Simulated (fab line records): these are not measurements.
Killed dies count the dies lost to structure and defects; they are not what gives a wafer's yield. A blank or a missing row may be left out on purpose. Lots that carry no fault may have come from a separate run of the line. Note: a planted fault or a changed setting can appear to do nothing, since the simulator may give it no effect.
Which tool did it?    flow gf180mcu    14 lots with 42 wafers sampled at 5 steps, on a route of 602 steps

## WHAT EACH GAUGE READ, for each wafer
GF_HV_LDD_OVL_MEAS_20.
lot   measured      on          HV_LDD_01_OVL (nm)
L777  day 10 17:46  overlay-02  -0.7 0.3 -1.3
L779  day 11 08:02  overlay-01  0.2 -1.2 0.2
L780  day 11 18:34  overlay-01  0.8 1.2 -0.3
L781  day 12 01:34  overlay-01  0.9 -0.4 0.1
L782  day 12 08:58  overlay-01  -1.9 -1.1 -1.1
L784  day 12 22:28  overlay-02  0.2 -1.3 0.0
L785  day 13 08:19  overlay-01  -0.3 0.8 0.2
L787  day 13 22:58  overlay-01  -0.9 -1.6 -1.2
L788  day 14 07:11  overlay-01  0.6 1.6 -0.5
L793  day 15 21:08  overlay-02  -0.6 -1.0 0.1
L797  day 17 00:50  overlay-02  0.8 2.7 -1.2
L798  day 17 10:09  overlay-02  0.3 -0.4 -0.1
L799  day 17 15:43  overlay-02  2.2 0.5 2.0
L800  day 18 01:04  overlay-02  -1.7 -1.4 -1.7

GF_HV_LDD_TW_MEAS_38.
lot   measured      on             HV_LDD_3_TW
L777  day 11 12:50  film metro-04  1447 1445 1450
L779  day 12 04:07  film metro-04  1439 1435 1445
L780  day 12 14:33  film metro-02  1442 1438 1449
L781  day 12 22:49  film metro-04  1438 1434 1431
L782  day 13 05:07  film metro-01  1424 1417 1419
L784  day 13 19:25  film metro-02  1441 1437 1450
L785  day 14 04:47  film metro-01  1414 1423 1422
L787  day 14 20:16  film metro-01  1412 1418 1415
L788  day 15 05:25  film metro-01  1413 1426 1420
L793  day 16 21:00  film metro-02  1458 1455 1452
L797  day 18 00:28  film metro-02  1432 1432 1443
L798  day 18 10:33  film metro-04  1439 1441 1447
L799  day 18 16:28  film metro-02  1436 1439 1440
L800  day 19 02:00  film metro-02  1440 1449 1442

GF_HV_LDD_TW_MEAS_50.
lot   measured      on             HV_LDD_4_TW
L777  day 12 08:01  film metro-04  569 568 568
L779  day 13 00:19  film metro-02  572 572 570
L780  day 13 11:13  film metro-04  568 569 571
L781  day 13 19:49  film metro-01  562 561 564
L782  day 14 01:49  film metro-02  572 569 570
L784  day 14 16:25  film metro-02  574 575 570
L785  day 15 01:56  film metro-01  565 563 560
L787  day 15 18:05  film metro-04  30 30 30
L788  day 16 03:16  film metro-04  30 30 30
L793  day 17 19:58  film metro-04  567 569 569
L797  day 19 00:36  film metro-02  573 571 572
L798  day 19 11:17  film metro-02  574 572 573
L799  day 19 17:37  film metro-04  572 572 571
L800  day 20 03:00  film metro-04  571 573 572

## EACH LOT AND THE TOOL THAT RAN IT (in order: tool; ch and the chambers of the sampled wafers; start)
lot   GF_HV_LDD_IMPLANT_48             GF_HV_LDD_STRIP_49
L777  implanter-02 ch 0, day 12 07:45  plasma asher-03 ch 0,1, day 12 07:55
L779  implanter-02 ch 0, day 13 00:05  plasma asher-04 ch 0,1, day 13 00:12
L780  implanter-03 ch 0, day 13 10:58  plasma asher-02 ch 0,1, day 13 11:07
L781  implanter-02 ch 0, day 13 19:35  plasma asher-02 ch 0,1, day 13 19:44
L782  implanter-03 ch 0, day 14 01:35  plasma asher-03 ch 0,1, day 14 01:42
L784  implanter-04 ch 0, day 14 16:11  plasma asher-02 ch 0,1, day 14 16:19
L785  implanter-02 ch 0, day 15 01:41  plasma asher-02 ch 0,1, day 15 01:50
L787  implanter-03, day 15 17:50       plasma asher-04 ch 0,1, day 15 17:59
L788  implanter-02, day 16 03:03       plasma asher-04 ch 0,1, day 16 03:11
L793  implanter-02 ch 0, day 17 19:44  plasma asher-03 ch 0,1, day 17 19:51
L797  implanter-02 ch 0, day 19 00:22  plasma asher-04 ch 0,1, day 19 00:29
L798  implanter-02 ch 0, day 19 11:02  plasma asher-04 ch 0,1, day 19 11:11
L799  implanter-03 ch 0, day 19 17:24  plasma asher-02 ch 0,1, day 19 17:32
L800  implanter-02 ch 0, day 20 02:45  plasma asher-04 ch 0,1, day 20 02:54
- GF_HV_LDD_IMPLANT_48
- GF_HV_LDD_STRIP_49: strips in O2/N2.

## WHAT THE TOOLS THEMSELVES READ (means of the sampled wafers that have a number; where no wafer has one, the mark that the record gives instead)
GF_HV_LDD_IMPLANT_48.
lot   tool          beam energy keV  beam on s (s)
L777  implanter-02  25.000           9.98
L779  implanter-02  25.005           9.94
L780  implanter-03  24.991           10.09
L781  implanter-02  25.009           10.14
L782  implanter-03  25.002           10.09
L784  implanter-04  24.996           10.14
L785  implanter-02  25.003           9.69
L787  implanter-03  -                -
L788  implanter-02  -                -
L793  implanter-02  24.994           9.85
L797  implanter-02  25.000           9.99
L798  implanter-02  25.004           10.01
L799  implanter-03  24.995           9.89
L800  implanter-02  25.005           9.90

GF_HV_LDD_STRIP_49.
lot   tool             drypump motor current A (A)  heater power w (W)  oes product au (a.u.)  strip time to endpoint s (s)
L777  plasma asher-03  5.77                         317                 0.720                  12.54
L779  plasma asher-04  5.93                         386                 0.717                  12.66
L780  plasma asher-02  6.00                         350                 0.711                  12.66
L781  plasma asher-02  6.05                         364                 0.717                  12.63
L782  plasma asher-03  5.47                         305                 0.718                  12.60
L784  plasma asher-02  6.06                         369                 0.714                  12.66
L785  plasma asher-02  5.98                         349                 0.714                  12.64
L787  plasma asher-04  5.91                         367                 0.715                  12.62
L788  plasma asher-04  5.90                         362                 0.714                  12.63
L793  plasma asher-03  5.71                         321                 0.720                  12.59
L797  plasma asher-04  5.88                         358                 0.715                  12.65
L798  plasma asher-04  5.89                         362                 0.718                  12.65
L799  plasma asher-02  6.04                         367                 0.712                  12.66
L800  plasma asher-04  5.89                         360                 0.717                  12.59

## THE ANSWER, worked out from the rows above alone
Rule: the lots themselves supply what counts as usual. The widest of any qualifying gaps counts: lots, ordered by their means at a reading, are off when they make up no more than a third of the lots, leave a main group of 4 or more, and stand apart from it by 3 or more times the standard deviation of that group's means. The tables above print the reading to a certain number of digits; a main group whose means all agree to those digits is not used. A lot without any number at a reading at which 4 lots or more have one is off too. All remaining lots with rows at the step are treated as sound. First the gauges in route order, then the tools' own readings, where a lot's mean is used as printed above. The first step at which some lot is off is used, and at that step the reading that is off furthest; a lot without a number counts as furthest.
Off: L787, L788, seen at GF_HV_LDD_TW_MEAS_50 (HV_LDD_4_TW). Mean 570 and standard deviation 3.5 in the main group.
If a tool, at a process step before that reading, ran all the lots that are off and no sound lot after the first of them, it fits. The gauges at GF_HV_LDD_TW_MEAS_50 aren't tried: what is off there is off at GF_HV_LDD_IMPLANT_48 too, on other tools, and a gauge's error can't cause that. Of those tried, none fits.

## WHAT THE SIMULATOR HAD INSERTED
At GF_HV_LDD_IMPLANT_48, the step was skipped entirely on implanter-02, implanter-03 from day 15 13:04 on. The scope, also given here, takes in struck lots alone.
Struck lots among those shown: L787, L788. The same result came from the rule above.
